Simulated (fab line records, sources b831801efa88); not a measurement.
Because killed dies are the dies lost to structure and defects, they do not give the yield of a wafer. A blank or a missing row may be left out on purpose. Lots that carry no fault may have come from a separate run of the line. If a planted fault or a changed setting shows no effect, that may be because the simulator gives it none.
Comparing a struck lot with a sound one :: flow sky130 :: 16 out of 708 route steps
Sound: wafers L337.1, L337.2, L337.4. Struck: wafers L341.1, L341.4. (L341.2 of the same lot was not struck and is left out.) The cause comes at the end.
Order at every step that has rows: each side's tool, ch and its chambers, its first start. Under that, the readings that differ: sound wafers :: struck wafers :: difference of the means :: sigmas: that difference in standard deviations of wafers without a fault.
alike: a reading whose means differ by less than 2 such deviations, as well as words and numbers matching on both sides. not compared: withheld readings; readings where some wafer has no value; bounds like >300 that might hide an equal value; numbers whose values overlap and for which the record gives no deviation.
A row with sigmas, a row that says differs or no value, or rows on one side alone: a step with any of these is where the two part. Non-overlapping numbers with no deviation appear without sigmas and do not part them. A reading missing from all wafers of one side parts the sides only when that side holds two or more wafers.

first, 8 steps without rows for these wafers: SKY_METAL2_DEHYDRATE_07 (time 60 s); SKY_METAL2_HMDS_08 (prime time 60 s); SKY_METAL2_COAT_09 (resist thk 60 nm); SKY_METAL2_COAT_10 (resist thk 450 nm); SKY_METAL2_SOFTBAKE_11 (time 90 s); SKY_METAL2_EXPOSE_12 (exposes mask MM2, target cd 140 nm); SKY_METAL2_PEB_13; SKY_METAL2_DEVELOP_14 (develop time 60 s).
SKY_METAL2_CD_MEAS_15: target cd 140 nm.
  sound on cd_sem-01 at day 37 21:03; struck on cd_sem-02 at day 39 01:12
  alike: cd_nm
SKY_METAL2_OVL_MEAS_16:
  sound on overlay-01 at day 37 21:10; struck on overlay-02 at day 39 01:19
  alike: METAL2_OVL
SKY_METAL2_DESCUM_17: chemistry O2, time 8 s.
  sound on rie_metal-03 ch 0,1, day 37 21:13; struck on rie_metal-03 ch 1, day 39 01:22
reading: oes_product_au (a.u.)
sound: 0.994 1.019 1.000
struck: 0.984 0.989
difference: -0.018
sigmas: -2
  alike: drypump_motor_current_A
  not compared: rf_hours_counter_h
SKY_METAL2_ETCH_18: etches BARC in N2/H2, stops on SiO2, time 45.9 s, target depth 60 nm.
  sound on rie_metal-03 ch 0,1, day 37 21:14; struck on rie_metal-03 ch 1, day 39 01:23
reading: oes_product_au (a.u.)
sound: 0.859 0.859 0.866
struck: 0.854 0.848
difference: -0.010
sigmas: -2
  alike: drypump_motor_current_A, run_length_s, throttle_valve_pct
  not compared: rf_hours_counter_h
SKY_METAL2_METAL_ETCH_19: etches the open film in Cl2/BCl3, stops on SiO2, target depth 360 nm, time 78 s.
  sound on rie_metal-03 ch 0,1, day 37 21:18; struck on rie_metal-03 ch 1, day 39 01:27
reading: oes_product_au (a.u.)
sound: 0.865 0.860 0.854
struck: 0.985 0.994
difference: +0.130
sigmas: +21

reading: run_length_s (s)
sound: 105.9 106.5 105.8
struck: 90.1 90.3
difference: -15.9
sigmas: -47

reading: model.KrF-thick_of_METAL2_COAT_10.thk_nm (nm)
sound: 164.1 156.3 164.9
struck: 208.9 208.7
difference: +47.0
sigmas: 

reading: model.METAL2.cd_nm (nm)
sound: 141.8 138.7 140.5
struck: 147.1 146.9
difference: +6.7
sigmas: 

reading: model.SiO2_of_VIA1_HDPCVD_00.thk_nm (nm)
sound: 329.5 329.5 329.6
struck: 330.9 331.9
difference: +1.9
sigmas: 
  alike: bcl3_flow_sccm, drypump_motor_current_A, throttle_valve_pct
  not compared: rf_hours_counter_h
SKY_METAL2_STRIP_20: strips in O2/N2.
  sound on plasma_asher-04 ch 0,1, day 37 21:23; struck on plasma_asher-03 ch 0,1, day 39 01:32
reading: oes_product_au (a.u.)
sound: 0.341 0.335 0.346
struck: 0.374 0.362
difference: +0.027
sigmas: +6

reading: strip_time_to_endpoint_s (s)
sound: 2.75 2.67 2.78
struck: 3.26 3.23
difference: +0.51
sigmas: +14
  alike: drypump_motor_current_A
  not compared: rf_hours_counter_h
then, 1 step without rows for these wafers: SKY_METAL2_STRIP_21 (strips in post etch residue remover, time 1200 s).
-- the record jumps here: 10 days lie between the struck wafers' starts before and after (it left off in module METAL2 and takes up again in module PAD_OPEN, whose first step shown is number 708 of the route) --
SKY_PAD_OPEN_PROBE_99:
  sound on prober-01 at day 47 23:17; struck on prober-02 at day 48 20:28
reading: model.etest.met2.width_nm (nm)
sound: 140.9 139.2 140.3
struck: 144.7 145.7
difference: +5.1
sigmas: 

reading: model.etest.met2_comb.leak_log10_a_um
sound: -12.01 -12.23 -11.91
struck: -7.889 -7.651
difference: +4.280
sigmas: 

reading: model.etest.met2.line_ohm_um
sound: 0.9012 0.9038 0.9132
struck: 0.8785 0.8651
difference: -0.0343
sigmas: 

== WHERE THEY PART ==
First at SKY_METAL2_DESCUM_17; last, within this record, at SKY_METAL2_STRIP_20.

WHY: what had been put in by the simulator
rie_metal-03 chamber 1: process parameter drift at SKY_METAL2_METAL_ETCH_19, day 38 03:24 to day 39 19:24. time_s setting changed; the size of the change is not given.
